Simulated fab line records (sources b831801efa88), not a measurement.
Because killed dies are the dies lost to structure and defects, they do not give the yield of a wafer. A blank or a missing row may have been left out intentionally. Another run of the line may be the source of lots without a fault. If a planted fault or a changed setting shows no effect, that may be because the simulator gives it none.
fab line records	flow sky130
record lots=14	wafers=42	last_day=50
route steps=708 shown VT_ADJUST_PCH@150 SONOS_ONO@169 LDD_N@246 PAD_OPEN@708
lots that met no fault: from a run of the same line without faults
start_h: hours from the record's first day to the start of the lot's first wafer shown	wait_h: how many hours have passed since the lot's step before this one	" unchanged from the row above	L1.1+2: a single row standing in for several wafers	- no value, or no start was given	* or withheld: withheld	< > ~ a bound
route shown NAME@n: a module of which the file shows steps, and the number in the route of the first	usual: average and standard deviation across the fault-free wafers	same: alike in all rows	chamber/n: place in a boat	sites: each site's reading	_std_site: their standard deviation	_edge_site: mean of outer sites minus mean of inner sites	radius_mm: how far each site lies from the wafer's centre	mask NAME#n: copy n	behind: tool/chamber where the wafer was last shaped	hold: why the lot was held/for how many hours/how that ended	device: the n, p or np transistor that did not switch	end of line: the route-end tests of the same wafers	a step given without rows: its recipe and nothing more	killed: dies that structure and defects cost at the first sort, which is not the same as the wafer's yield	map: a wafer's dies, x killed, . not, _ none there
set.NAME: the setting as run; set.NAME@STEP: as run at that earlier step	model.NAME: the simulator's own value behind a step, which no gauge read
a sample of lots followed through the steps of the route, with each step as a table and each wafer as a row
services: from which hour (start_h, from the record's first day; less than 0 if before it) a tool's chamber was out of use, for how many hours, and why
## steps
# step SKY_VT_ADJUST_PCH_OVL_MEAS_07
# usual VT_ADJUST_PCH_OVL=-0.9/1.4
lot.wafer	tool	chamber	start_h	wait_h	VT_ADJUST_PCH_OVL[nm]
L235.2	overlay-01	-	226.87	-	0.3
L235.3	"	-	"	"	0.7
L235.5	"	-	"	"	-0.4
L236.4	overlay-01	-	230.77	-	-0.5
L236.5	"	-	"	"	0.3
L236.6	"	-	"	"	-2.2
L237.3	overlay-02	-	238.58	-	-2.5
L237.4	"	-	"	"	-2.9
L237.6	"	-	"	"	-2.8
L239.1	overlay-02	-	262.38	-	-0.4
L239.2	"	-	"	"	0.7
L239.5	"	-	"	"	-0.2
L240.2	overlay-01	-	265.77	-	-0.2
L240.3	"	-	"	"	-0.6
L240.6	"	-	"	"	-1.4
L241.1	overlay-02	-	269.92	-	0.6
L241.3	"	-	"	"	0.6
L241.4	"	-	"	"	-0.3
L242.1	overlay-01	-	282.82	-	-1.5
L242.2	"	-	"	"	-0.8
L242.3	"	-	"	"	0.2
L243.3	overlay-02	-	288.88	-	-1.4
L243.4	"	-	"	"	-2.4
L243.5	"	-	"	"	-1.1
L245.3	overlay-01	-	300.08	-	0.1
L245.4	"	-	"	"	1.8
L245.6	"	-	"	"	1.2
L247.1	overlay-01	-	314.92	-	-1.0
L247.2	"	-	"	"	-2.2
L247.6	"	-	"	"	-0.5
L254.1	overlay-01	-	374.22	-	-0.2
L254.5	"	-	"	"	-0.5
L254.6	"	-	"	"	-3.0
L255.1	overlay-02	-	377.77	-	-0.5
L255.2	"	-	"	"	-0.6
L255.3	"	-	"	"	-2.2
L256.3	overlay-01	-	381.39	-	-0.9
L256.4	"	-	"	"	-0.3
L256.5	"	-	"	"	-0.6
L257.2	overlay-01	-	391.67	-	-2.9
L257.4	"	-	"	"	-4.2
L257.6	"	-	"	"	-2.0
# step SKY_VT_ADJUST_PCH_TW_MEAS_10
# usual VT_ADJUST_PCH_TW=142.3/1.1
lot.wafer	tool	chamber	start_h	wait_h	VT_ADJUST_PCH_TW
L235.2	film_metro-03	-	227.16	0.1	143.5
L235.3	"	-	"	"	143.4
L235.5	"	-	"	"	143.5
L236.4	film_metro-03	-	231.07	0.1	143.3
L236.5	"	-	"	"	143.2
L236.6	"	-	"	"	144.7
L237.3	film_metro-02	-	238.87	0.1	141.0
L237.4	"	-	"	"	140.5
L237.6	"	-	"	"	141.4
L239.1	film_metro-02	-	262.67	0.1	140.8
L239.2	"	-	"	"	141.3
L239.5	"	-	"	"	142.4
L240.2	film_metro-02	-	266.06	0.1	142.0
L240.3	"	-	"	"	142.0
L240.6	"	-	"	"	140.8
L241.1	film_metro-03	-	270.20	0.1	143.1
L241.3	"	-	"	"	143.5
L241.4	"	-	"	"	143.8
L242.1	film_metro-02	-	283.40	0.1	141.6
L242.2	"	-	"	"	142.4
L242.3	"	-	"	"	142.4
L243.3	film_metro-03	-	289.17	0.1	143.6
L243.4	"	-	"	"	144.4
L243.5	"	-	"	"	143.6
L245.3	film_metro-03	-	300.37	0.1	144.9
L245.4	"	-	"	"	143.7
L245.6	"	-	"	"	144.1
L247.1	film_metro-02	-	315.20	0.1	142.0
L247.2	"	-	"	"	141.7
L247.6	"	-	"	"	141.4
L254.1	film_metro-03	-	374.50	0.1	142.2
L254.5	"	-	"	"	142.8
L254.6	"	-	"	"	142.2
L255.1	film_metro-03	-	378.05	0.1	143.5
L255.2	"	-	"	"	141.3
L255.3	"	-	"	"	142.9
L256.3	film_metro-04	-	381.72	0.1	140.7
L256.4	"	-	"	"	140.9
L256.5	"	-	"	"	141.1
L257.2	film_metro-03	-	391.96	0.1	143.6
L257.4	"	-	"	"	144.2
L257.6	"	-	"	"	143.7
# step SKY_SONOS_ONO_THK_MEAS_01
# recipe reads=SiO2_of_SONOS_ONO_OXIDATION_00
# usual SONOS_ONO_OXIDATION_THK=2.60/0.062
lot.wafer	tool	chamber	start_h	wait_h	SONOS_ONO_OXIDATION_THK[nm]
L235.2	film_metro-04	-	256.78	0.0	2.55
L235.3	"	-	"	"	2.56
L235.5	"	-	"	"	2.56
L236.4	film_metro-01	-	256.80	0.0	2.49
L236.5	"	-	"	"	2.55
L236.6	"	-	"	"	2.51
L237.3	film_metro-01	-	265.34	0.0	2.66
L237.4	"	-	"	"	2.61
L237.6	"	-	"	"	2.66
L239.1	film_metro-04	-	290.58	0.0	2.68
L239.2	"	-	"	"	2.65
L239.5	"	-	"	"	2.71
L240.2	film_metro-04	-	294.17	0.0	2.68
L240.3	"	-	"	"	2.73
L240.6	"	-	"	"	2.61
L241.1	film_metro-04	-	301.14	0.0	2.63
L241.3	"	-	"	"	2.54
L241.4	"	-	"	"	2.56
L242.1	film_metro-01	-	310.27	0.0	2.67
L242.2	"	-	"	"	2.63
L242.3	"	-	"	"	2.71
L243.3	film_metro-01	-	318.00	0.0	2.70
L243.4	"	-	"	"	2.59
L243.5	"	-	"	"	2.59
L245.3	film_metro-04	-	328.78	0.0	2.68
L245.4	"	-	"	"	2.66
L245.6	"	-	"	"	2.59
L247.1	film_metro-02	-	343.42	0.0	2.61
L247.2	"	-	"	"	2.58
L247.6	"	-	"	"	2.57
L254.1	film_metro-01	-	404.51	0.0	2.58
L254.5	"	-	"	"	2.62
L254.6	"	-	"	"	2.60
L255.1	film_metro-02	-	409.07	0.0	2.69
L255.2	"	-	"	"	2.62
L255.3	"	-	"	"	2.62
L256.3	film_metro-01	-	413.19	0.0	2.71
L256.4	"	-	"	"	2.63
L256.5	"	-	"	"	2.71
L257.2	film_metro-04	-	425.17	0.0	2.52
L257.4	"	-	"	"	2.57
L257.6	"	-	"	"	2.58
# step SKY_LDD_N_IMPLANT_09
# recipe species=As	energy_kev=20	dose_cm2=7.5e+13	tilt_deg=withheld	rotation_deg=113
# usual beam_energy_keV=19.998/0.0068
lot.wafer	tool	chamber	start_h	wait_h	beam_energy_keV
L235.2	implanter-02	0	403.38	0.1	20.001
L235.3	"	0	"	"	19.998
L235.5	"	0	"	"	20.005
L236.4	implanter-03	0	407.52	0.1	20.009
L236.5	"	0	"	"	20.006
L236.6	"	0	"	"	20.011
L237.3	implanter-01	0	416.25	0.1	20.011
L237.4	"	0	"	"	20.003
L237.6	"	0	"	"	20.011
L239.1	implanter-03	0	444.65	0.1	19.995
L239.2	"	0	"	"	19.989
L239.5	"	0	"	"	19.993
L240.2	implanter-03	0	453.03	0.1	19.998
L240.3	"	0	"	"	20.000
L240.6	"	0	"	"	20.004
L241.1	implanter-01	0	457.40	0.1	20.002
L241.3	"	0	"	"	20.002
L241.4	"	0	"	"	19.999
L242.1	implanter-01	0	468.75	0.1	20.000
L242.2	"	0	"	"	20.003
L242.3	"	0	"	"	20.001
L243.3	implanter-01	0	481.35	0.1	19.987
L243.4	"	0	"	"	19.987
L243.5	"	0	"	"	20.000
L245.3	implanter-01	0	490.20	0.1	17.781
L245.4	"	0	"	"	17.794
L245.6	"	0	"	"	17.781
L247.1	implanter-01	0	508.95	0.1	17.786
L247.2	"	0	"	"	17.782
L247.6	"	0	"	"	17.781
L254.1	implanter-02	0	568.50	0.1	20.003
L254.5	"	0	"	"	20.012
L254.6	"	0	"	"	20.003
L255.1	implanter-02	0	574.60	0.1	20.004
L255.2	"	0	"	"	20.001
L255.3	"	0	"	"	20.001
L256.3	implanter-02	0	585.05	0.1	20.002
L256.4	"	0	"	"	20.000
L256.5	"	0	"	"	20.007
L257.2	implanter-02	0	586.63	0.1	19.999
L257.4	"	0	"	"	19.991
L257.6	"	0	"	"	19.989
# step SKY_PAD_OPEN_PROBE_99
# usual killed_at_M0_to_M3=42/6.1	killed_at_M4_up=3.4/2	killed_at_contacts=23/4.8	killed_at_front_end=15/3.8	killed_at_other=0.3/0.48	killed_dies=84/8.5	killed_open=46/6.8	killed_short=38/6.2
# same gross_dies=492	killed_at_back_side=0
lot.wafer	tool	chamber	start_h	wait_h	killed_at_M0_to_M3	killed_at_M4_up	killed_at_contacts	killed_at_front_end	killed_at_other	killed_dies	killed_open	killed_short
L247.1	prober-01	-	1146.73	0.1	43	4	29	12	1	89	53	36
L247.2	prober-01	-	1146.78	0.1	34	4	28	15	1	82	45	37
L247.6	prober-01	-	1146.98	0.2	41	2	22	15	0	80	41	39
L254.1	prober-01	-	1183.64	0.1	46	3	19	15	0	83	46	36
L254.5	prober-01	-	1183.84	0.2	32	2	34	14	0	82	43	39
L254.6	prober-01	-	1183.89	0.2	46	1	23	15	1	86	48	37
# killed by level:class
L247.1 VIA3:geometric_particle:open=10 VIA1:geometric_particle:open=9 LI_CONTACT:geometric_particle:open=7 CONTACT:geometric_particle:open=7 POLY_GATE:geometric_particle:open=5 LOCAL_INTERCONNECT:geometric_particle:short=5 CONTACT:geometric_particle:short=5 POLY_GATE:geometric_particle:short=4
L247.2 CONTACT:geometric_particle:open=13 VIA1:geometric_particle:open=7 VIA2:geometric_particle:short=6 LI_CONTACT:geometric_particle:open=5 LOCAL_INTERCONNECT:geometric_particle:short=5 METAL1:geometric_particle:short=5 VIA2:geometric_particle:open=5 CONTACT:geometric_particle:short=4
L247.6 CONTACT:geometric_particle:open=10 VIA1:geometric_particle:open=8 METAL1:geometric_particle:short=7 VIA1:geometric_particle:short=7 FIELD_ISO:geometric_particle:open=4 LI_CONTACT:geometric_particle:open=4 VIA2:geometric_particle:open=4 METAL3:geometric_particle:short=4
L254.1 METAL2:geometric_particle:short=9 VIA1:geometric_particle:open=8 VIA3:geometric_particle:open=8 CONTACT:geometric_particle:open=6 VIA2:geometric_particle:open=6 LI_CONTACT:geometric_particle:open=5 METAL3:geometric_particle:short=4 FIELD_ISO:geometric_particle:open=3
L254.5 CONTACT:geometric_particle:open=12 VIA3:geometric_particle:open=9 LI_CONTACT:geometric_particle:open=7 LOCAL_INTERCONNECT:geometric_particle:short=7 LI_CONTACT:geometric_particle:short=5 METAL1:geometric_particle:short=5 FIELD_ISO:geometric_particle:open=4 POLY_GATE:geometric_particle:short=4
L254.6 CONTACT:geometric_particle:open=14 VIA1:geometric_particle:open=12 VIA3:geometric_particle:open=8 LOCAL_INTERCONNECT:geometric_particle:short=5 VIA2:geometric_particle:short=5 FIELD_ISO:geometric_particle:open=4 METAL1:geometric_particle:short=4 VIA2:geometric_particle:open=4
## services
tool	chamber	start_h	hours	kind
implanter-01	-	398.97	0.6	repair
implanter-03	-	413.98	3.0	pm
implanter-01	-	425.94	10.6	pm
implanter-01	-	441.80	3.7	pm
implanter-01	-	445.46	7.7	repair
implanter-02	-	559.39	3.2	pm
implanter-02	-	564.37	1.2	repair
implanter-01	-	565.73	3.1	pm
## key
first_sign step=SKY_LDD_N_IMPLANT_09	reading=beam_energy_keV	direction=down	sigmas=99+	usual=*	struck=*
effect none on later readings
met_at SKY_LDD_N_IMPLANT_09
struck_lots L245,L247
tester_left_out L245,L247
not_acting_at SKY_VT_ADJUST_PCH_OVL_MEAS_07,SKY_VT_ADJUST_PCH_TW_MEAS_10,SKY_SONOS_ONO_THK_MEAS_01
onset_between 481.35 490.20
fault kind=process_parameter_drift	tool=implanter-01	chamber=-	onset_h=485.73	steps=SKY_LDD_N_IMPLANT_09	channel=energy_kev	offset=*	shape=step	end_h=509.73	acts_in=*	stated=*
# tester_left_out: of these lots the tester's yield and bins aren't shown, on N5 and GAA mostly nor the transistor test; their killed dies are dies lost to structure and defects alone, not to doping, threshold or leakage, so they don't give the yield
